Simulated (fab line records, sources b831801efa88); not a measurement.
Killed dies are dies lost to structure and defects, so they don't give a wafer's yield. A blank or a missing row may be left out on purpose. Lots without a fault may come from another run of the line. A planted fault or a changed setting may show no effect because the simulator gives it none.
fab line records | flow sky130
record lots=13 wafers=39 last_day=50
route steps=708 shown VT_ADJUST_HVTR@138 GATE_OXIDE@194 RES_PROTECT@215 PAD_OPEN@708
lots that met no fault: from a run of the same line without faults
start_h: hours from the record's first day to the start of the lot's first wafer shown | wait_h: hours since the lot's step before | " the same as in the row above | L1.1+2: a row that stands for several wafers | - no value, or no start given | * or withheld: withheld | < > ~ a bound
route shown NAME@n: a module of which the file shows steps, and the number in the route of the first | usual: mean/standard deviation of fault-free wafers | same: alike in all rows | chamber/n: place in a boat | sites: the reading at each site | _std_site: their standard deviation | _edge_site: outer sites' mean less inner sites' | radius_mm: how far each site lies from the wafer's centre | mask NAME#n: copy n | behind: the tool/chamber that last shaped the wafer | hold: why the lot was held/for how many hours/how that ended | device: the transistor (n, p or np) that didn't switch | end of line: the same wafers' tests at the end of the route | a step without rows: its recipe alone | killed: dies lost to structure and defects at the first sort, not the wafer's yield | map: a wafer's dies, x killed, . not, _ none there
set.NAME: the setting as run; set.NAME@STEP: as run at that earlier step | model.NAME: the simulator's own value behind a step, which no gauge read
steps of the route over a sample of lots; a table a step, a row a wafer
services: from which hour (start_h, from the record's first day; less than 0 if before it) a tool's chamber was out of use, for how many hours, and why
## steps
# step SKY_VT_ADJUST_HVTR_CD_MEAS_07
# recipe target_cd_nm=380
# usual cd_nm=379.6/2.2
# columns lot.wafer tool chamber start_h wait_h cd_nm
L163.2 cd_sem-01 - 222.69 0.1 379.0
L163.3 " - " " 382.5
L163.4 " - " " 382.1
L165.4 cd_sem-02 - 223.34 0.1 382.9
L165.5 " - " " 382.9
L165.6 " - " " 383.1
L164.1 cd_sem-01 - 223.58 0.1 379.4
L164.5 " - " " 380.9
L164.6 " - " " 378.1
L166.3 cd_sem-02 - 225.66 0.1 380.8
L166.5 " - " " 378.8
L166.6 " - " " 377.7
L167.1 cd_sem-01 - 236.07 0.1 381.5
L167.2 " - " " 381.5
L167.3 " - " " 380.0
L168.1 cd_sem-01 - 242.37 0.1 378.8
L168.3 " - " " 381.3
L168.6 " - " " 380.3
L169.3 cd_sem-01 - 250.16 0.1 379.2
L169.4 " - " " 377.2
L169.6 " - " " 376.9
L171.1 cd_sem-02 - 265.32 0.1 381.4
L171.4 " - " " 379.3
L171.5 " - " " 381.8
L173.3 cd_sem-01 - 277.41 0.1 376.8
L173.4 " - " " 379.7
L173.5 " - " " 377.9
L174.2 cd_sem-01 - 280.29 0.1 380.1
L174.4 " - " " 381.5
L174.6 " - " " 379.1
L181.2 cd_sem-02 - 335.05 0.1 376.3
L181.3 " - " " 377.8
L181.5 " - " " 380.0
L185.1 cd_sem-01 - 359.88 0.1 378.3
L185.4 " - " " 378.6
L185.5 " - " " 378.0
L186.1 cd_sem-01 - 379.37 0.1 380.8
L186.2 " - " " 379.4
L186.4 " - " " 378.8
# step SKY_VT_ADJUST_HVTR_OVL_MEAS_08
# usual VT_ADJUST_HVTR_OVL=-0.7/1.5
# columns lot.wafer tool chamber start_h wait_h VT_ADJUST_HVTR_OVL[nm]
L163.2 overlay-01 - 222.79 0.1 1.6
L163.3 " - " " 1.3
L163.4 " - " " 1.4
L165.4 overlay-01 - 223.42 0.1 -2.8
L165.5 " - " " -2.5
L165.6 " - " " -2.4
L164.1 overlay-01 - 223.70 0.1 -0.6
L164.5 " - " " 1.7
L164.6 " - " " 1.2
L166.3 overlay-01 - 225.75 0.1 1.9
L166.5 " - " " 2.3
L166.6 " - " " 1.5
L167.1 overlay-02 - 236.19 0.1 0.3
L167.2 " - " " 0.3
L167.3 " - " " 0.7
L168.1 overlay-01 - 242.49 0.1 -2.1
L168.3 " - " " -2.2
L168.6 " - " " -2.1
L169.3 overlay-02 - 250.25 0.1 -1.7
L169.4 " - " " 1.1
L169.6 " - " " 0.6
L171.1 overlay-01 - 265.44 0.1 1.0
L171.4 " - " " 0.7
L171.5 " - " " 0.7
L173.3 overlay-02 - 277.50 0.1 -1.8
L173.4 " - " " -1.6
L173.5 " - " " -1.3
L174.2 overlay-01 - 280.40 0.1 -0.2
L174.4 " - " " -0.3
L174.6 " - " " -0.6
L181.2 overlay-02 - 336.49 1.4 -2.7
L181.3 " - " " -3.4
L181.5 " - " " -2.7
L185.1 overlay-02 - 360.00 0.1 -1.2
L185.4 " - " " -2.2
L185.5 " - " " 1.3
L186.1 overlay-01 - 379.49 0.1 -0.7
L186.2 " - " " -1.8
L186.4 " - " " -2.0
# step SKY_GATE_OXIDE_EXPOSE_07
# recipe mask_id=LVOM na=0.6 source_shape=conventional sigma_outer=0.6 polarization=unpolarized target_cd_nm=600 dose_mj=170
# same sigma_outer=0.6
# columns lot.wafer tool chamber start_h wait_h mask
L165.4+5+6 iline_stepper-01 0 316.47 - LVOM#0
L164.1+5+6 iline_stepper-02 0 316.70 - LVOM#0
L163.2+3+4 iline_stepper-02 0 318.19 - LVOM#0
L166.3+5+6 iline_stepper-01 0 320.59 - LVOM#0
L167.1+2+3 iline_stepper-02 0 328.05 - LVOM#0
L168.1+3+6 iline_stepper-02 0 338.11 - LVOM#0
L169.3+4+6 iline_stepper-02 0 344.71 - LVOM#0
L171.1+4+5 iline_stepper-02 0 365.81 - LVOM#0
L173.3+4+5 iline_stepper-02 0 382.26 - LVOM#0
L174.2+4+6 iline_stepper-01 0 382.61 - LVOM#0
L181.2+3+5 iline_stepper-02 0 450.44 - LVOM_R1#0
L185.1+4+5 iline_stepper-02 0 471.39 - LVOM#0
L186.1+2+4 iline_stepper-01 0 493.09 - LVOM#0
# step SKY_RES_PROTECT_TW_MEAS_08
# usual POLY_GATE_TW=4023/38
# columns lot.wafer tool chamber start_h wait_h POLY_GATE_TW
L165.4 film_metro-01 - 357.63 0.1 4079
L165.5 " - " " 4079
L165.6 " - " " 4093
L164.1 film_metro-01 - 360.22 0.1 4107
L164.5 " - " " 4074
L164.6 " - " " 4090
L163.2 film_metro-01 - 363.16 0.1 4096
L163.3 " - " " 4069
L163.4 " - " " 4086
L166.3 film_metro-04 - 363.47 0.1 3994
L166.5 " - " " 4018
L166.6 " - " " 3996
L167.1 film_metro-04 - 373.00 0.1 4048
L167.2 " - " " 4043
L167.3 " - " " 4061
L168.1 film_metro-02 - 384.20 0.1 4026
L168.3 " - " " 4020
L168.6 " - " " 4026
L169.3 film_metro-02 - 391.10 0.1 4041
L169.4 " - " " 4047
L169.6 " - " " 4030
L171.1 film_metro-01 - 412.33 0.1 4055
L171.4 " - " " 4049
L171.5 " - " " 4051
L173.3 film_metro-02 - 431.19 0.1 4006
L173.4 " - " " 4012
L173.5 " - " " 4007
L174.2 film_metro-04 - 431.36 0.1 4020
L174.4 " - " " 4028
L174.6 " - " " 4028
L181.2 film_metro-02 - 529.01 0.1 4013
L181.3 " - " " 4036
L181.5 " - " " 4034
L185.1 film_metro-01 - 529.30 0.1 4057
L185.4 " - " " 4043
L185.5 " - " " 4070
L186.1 film_metro-04 - 541.80 0.1 3987
L186.2 " - " " 3996
L186.4 " - " " 4004
# step SKY_PAD_OPEN_PROBE_99
# usual killed_at_M0_to_M3=44/6.9 killed_at_M4_up=3.3/2 killed_at_contacts=25/5.4 killed_at_front_end=16/4.6 killed_at_other=0.2/0.51 killed_dies=88/8.9 killed_open=48/6.8 killed_short=39/5.8
# same gross_dies=492 killed_at_back_side=0
# columns lot.wafer tool chamber start_h wait_h killed_at_M0_to_M3 killed_at_M4_up killed_at_contacts killed_at_front_end killed_at_other killed_dies killed_open killed_short
L185.1 prober-01 - 1199.79 0.1 39 5 25 14 0 83 55 28
L185.4 prober-01 - 1199.94 0.2 35 3 22 13 1 74 36 38
L185.5 prober-01 - 1199.99 0.2 46 7 26 6 0 85 50 35
L181.3 prober-02 - 1199.88 0.2 31 4 25 20 0 80 45 35
# killed by level:class
L185.1 CONTACT:geometric_particle:open=9 VIA1:geometric_particle:open=8 VIA3:geometric_particle:open=8 LI_CONTACT:geometric_particle:open=7 VIA2:geometric_particle:open=7 FIELD_ISO:geometric_particle:open=5 POLY_GATE:geometric_particle:open=5 VIA1:geometric_particle:short=5
L181.3 VIA1:geometric_particle:open=9 CONTACT:geometric_particle:short=9 FIELD_ISO:geometric_particle:open=8 LI_CONTACT:geometric_particle:open=6 POLY_GATE:geometric_particle:short=5 CONTACT:geometric_particle:open=5 VIA2:geometric_particle:open=5 VIA1:geometric_particle:short=4
L185.4 VIA1:geometric_particle:open=7 VIA2:geometric_particle:open=6 LOCAL_INTERCONNECT:geometric_particle:short=6 LI_CONTACT:geometric_particle:open=5 SPACER:geometric_particle:short=5 SPACER:geometric_particle:open=5 LI_CONTACT:geometric_particle:short=5 METAL2:geometric_particle:short=5
L185.5 CONTACT:geometric_particle:open=13 VIA1:geometric_particle:open=10 LI_CONTACT:geometric_particle:open=8 VIA3:geometric_particle:open=7 METAL2:geometric_particle:short=6 METAL4:geometric_particle:short=5 VIA1:geometric_particle:short=5 POLY_GATE:geometric_particle:short=4
## services
# columns tool chamber start_h hours kind
iline_stepper-02 - 318.33 8.1 repair
iline_stepper-01 - 390.85 4.4 pm
iline_stepper-02 - 402.87 1.7 pm
iline_stepper-01 - 407.20 - calibration
iline_stepper-02 - 477.56 4.2 repair
iline_stepper-02 0 483.12 - calibration
iline_stepper-01 0 489.81 - calibration
## key
first_sign step=SKY_GATE_OXIDE_EXPOSE_07 reading=mask direction=changed
effect none on later readings
met_at SKY_GATE_OXIDE_EXPOSE_07
struck_lots L181
tester_left_out L181
not_acting_at SKY_VT_ADJUST_HVTR_CD_MEAS_07,SKY_VT_ADJUST_HVTR_OVL_MEAS_08,SKY_RES_PROTECT_TW_MEAS_08
onset_between 382.26 450.44
fault kind=wrong_mask tool=any chamber=- onset_h=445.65 steps=SKY_GATE_OXIDE_EXPOSE_07 aux_copy=LVOM_R1#0 cd_offset_nm=42 scope=struck_lots_only
# tester_left_out: of these lots the tester's yield and bins aren't shown, on N5 and GAA mostly nor the transistor test; their killed dies are dies lost to structure and defects alone, not to doping, threshold or leakage, so they don't give the yield
